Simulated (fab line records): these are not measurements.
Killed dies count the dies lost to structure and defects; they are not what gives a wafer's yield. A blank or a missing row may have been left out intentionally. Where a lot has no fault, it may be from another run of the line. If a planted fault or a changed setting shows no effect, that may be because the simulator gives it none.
Which tool is to blame? | flow gf180mcu | Sampling: 11 lots, 33 wafers, 6 of 602 route steps

WHAT EACH GAUGE READ, for each wafer
GF_VT_IMPLANT_OVL_MEAS_07.
lot  | measured     | on         | VT_IMPLANT_OVL (nm)
L133 | day 6 01:26  | overlay-02 | 0.2 0.5 0.3
L135 | day 6 12:43  | overlay-01 | 1.4 -0.3 0.6
L137 | day 6 21:01  | overlay-02 | -1.5 0.5 0.8
L141 | day 7 23:21  | overlay-02 | -0.3 1.7 3.0
L142 | day 8 04:25  | overlay-01 | 2.2 2.1 2.9
L143 | day 8 08:39  | overlay-01 | 1.3 -0.6 3.4
L147 | day 9 10:34  | overlay-01 | 1.7 1.9 0.4
L148 | day 9 17:33  | overlay-01 | -1.5 -1.5 -1.2
L152 | day 10 17:28 | overlay-01 | -2.1 -0.8 -2.6
L154 | day 11 05:10 | overlay-02 | 0.3 0.6 0.3
L155 | day 11 15:25 | overlay-01 | 1.2 2.5 -0.1

GF_HV_LDD_CD_MEAS_07 targets a cd of 400 nm.
lot  | measured     | on        | cd nm (nm)
L133 | day 10 11:30 | cd sem-02 | 398.2 396.8 398.7
L135 | day 11 00:02 | cd sem-02 | 399.2 398.1 400.9
L137 | day 11 12:34 | cd sem-01 | 402.1 403.0 400.1
L141 | day 12 15:16 | cd sem-02 | 398.7 400.6 397.2
L142 | day 13 01:35 | cd sem-02 | 403.2 402.0 402.2
L143 | day 13 08:39 | cd sem-01 | 395.2 397.3 398.2
L147 | day 14 13:35 | cd sem-01 | 404.0 404.1 403.9
L148 | day 14 20:59 | cd sem-01 | 403.5 403.8 405.5
L152 | day 16 06:02 | cd sem-02 | 399.0 399.8 396.9
L154 | day 16 16:01 | cd sem-02 | 401.9 401.1 402.2
L155 | day 17 04:04 | cd sem-01 | 402.0 402.6 403.5

GF_PSD_TW_MEAS_11.
lot  | measured     | on            | PSD_TW
L133 | day 15 01:20 | film metro-04 | 3163 3168 3159
L135 | day 15 09:16 | film metro-03 | 3206 3197 3197
L137 | day 15 23:08 | film metro-03 | 3193 3216 3204
L141 | day 17 07:40 | film metro-01 | 3196 3217 3209
L142 | day 17 16:27 | film metro-04 | 3165 3173 3175
L143 | day 18 02:32 | film metro-04 | 3576 3553 3573
L147 | day 19 12:46 | film metro-03 | 3184 3161 3190
L148 | day 19 19:33 | film metro-04 | 3579 3580 3566
L152 | day 21 10:02 | film metro-04 | 3185 3169 3180
L154 | day 21 17:15 | film metro-04 | 3177 3169 3168
L155 | day 22 07:16 | film metro-04 | 3191 3179 3175

GF_PSD_RS_MEAS_15: the measuring method here is four-point-probe.
lot  | measured     | on            | PSD_RS (ohm/sq)
L133 | day 15 01:40 | film metro-01 | 108.86 108.56 108.79
L135 | day 15 09:35 | film metro-04 | 108.18 108.57 108.40
L137 | day 15 23:28 | film metro-03 | 108.68 108.64 108.86
L141 | day 17 08:00 | film metro-04 | 108.63 108.39 108.35
L142 | day 17 16:46 | film metro-03 | 108.84 108.65 108.62
L143 | day 18 02:55 | film metro-03 | 98.24 97.84 98.04
L147 | day 19 13:05 | film metro-03 | 108.38 108.65 108.71
L148 | day 19 19:52 | film metro-04 | 98.22 98.27 98.41
L152 | day 21 10:21 | film metro-01 | 108.34 108.36 108.42
L154 | day 21 17:34 | film metro-03 | 108.36 109.03 108.90
L155 | day 22 07:37 | film metro-03 | 108.29 108.19 108.43

WHICH TOOL RAN EACH LOT (tool, then ch and the chambers of the sampled wafers, then the start)
lot  | GF_PSD_IMPLANT_09               | GF_PSD_STRIP_10
L133 | implanter-02 ch 0, day 15 01:07 | plasma asher-03 ch 0,1, day 15 01:15
L135 | implanter-02 ch 0, day 15 09:01 | plasma asher-04 ch 0,1, day 15 09:09
L137 | implanter-01 ch 0, day 15 22:55 | plasma asher-04 ch 0,1, day 15 23:02
L141 | implanter-04 ch 0, day 17 07:26 | plasma asher-03 ch 0,1, day 17 07:34
L142 | implanter-02 ch 0, day 17 16:12 | plasma asher-03 ch 0,1, day 17 16:21
L143 | implanter-01 ch 0, day 18 01:58 | plasma asher-04 ch 1, day 18 02:25
L147 | implanter-01 ch 0, day 19 12:31 | plasma asher-03 ch 0,1, day 19 12:40
L148 | implanter-01 ch 0, day 19 18:59 | plasma asher-02 ch 0,1, day 19 19:27
L152 | implanter-01 ch 0, day 21 09:47 | plasma asher-02 ch 0,1, day 21 09:56
L154 | implanter-04 ch 0, day 21 17:00 | plasma asher-03 ch 0,1, day 21 17:09
L155 | implanter-04 ch 0, day 22 07:03 | plasma asher-03 ch 0,1, day 22 07:11
- GF_PSD_IMPLANT_09
- GF_PSD_STRIP_10: strips in O2/N2.

WHAT THE TOOLS THEMSELVES READ (means of the sampled wafers that have a number; where no wafer has one, the mark that the record gives instead)
GF_PSD_STRIP_10.
lot  | tool            | drypump motor current A (A) | heater power w (W) | oes product au (a.u.) | strip time to endpoint s (s)
L133 | plasma asher-03 | 5.0                         | 351                | 0.594                 | 16.50
L135 | plasma asher-04 | 5.4                         | 314                | 0.593                 | 16.50
L137 | plasma asher-04 | 5.4                         | 317                | 0.591                 | 16.56
L141 | plasma asher-03 | 5.0                         | 350                | 0.594                 | 16.47
L142 | plasma asher-03 | 5.0                         | 342                | 0.594                 | 16.51
L143 | plasma asher-04 | 4.9                         | 317                | 0.545                 | 18.87
L147 | plasma asher-03 | 5.0                         | 341                | 0.596                 | 16.50
L148 | plasma asher-02 | 5.5                         | 345                | 0.548                 | 18.87
L152 | plasma asher-02 | 5.5                         | 353                | 0.592                 | 16.55
L154 | plasma asher-03 | 5.0                         | 341                | 0.593                 | 16.55
L155 | plasma asher-03 | 5.0                         | 345                | 0.595                 | 16.54

THE ANSWER, worked out from the rows above alone
Rule: what is usual is taken from the lots themselves. The widest of any qualifying gaps counts: lots, ordered by their means at a reading, are off when they make up no more than a third of the lots, leave a main group of 4 or more, and stand apart from it by 3 or more times the standard deviation of that group's means. A main group whose means are all the same, to the digits that the tables above print for the reading, isn't used. Also off: a lot with no number at a reading for which 4 or more lots have one. Any other lot the step has rows for is counted as sound. The gauges are gone through in route order, then the tools' own readings, and for those a lot's mean is taken as printed above. The first step at which some lot is off is used, and at that step the reading that is off furthest; a lot without a number counts as furthest.
Off: L143, L148, at GF_PSD_TW_MEAS_11 (PSD_TW). The main group has a mean of 3184 with a standard deviation of 15.
A tool fits if, at a process step before that reading, it ran every lot that is off, and no sound lot after the first of them. Not tried: the gauges at GF_PSD_TW_MEAS_11; whatever is off there is also off at GF_PSD_STRIP_10, on other tools, and gauge error can't account for it. Of those tried, none fits.

WHAT THE SIMULATOR HAD INSERTED
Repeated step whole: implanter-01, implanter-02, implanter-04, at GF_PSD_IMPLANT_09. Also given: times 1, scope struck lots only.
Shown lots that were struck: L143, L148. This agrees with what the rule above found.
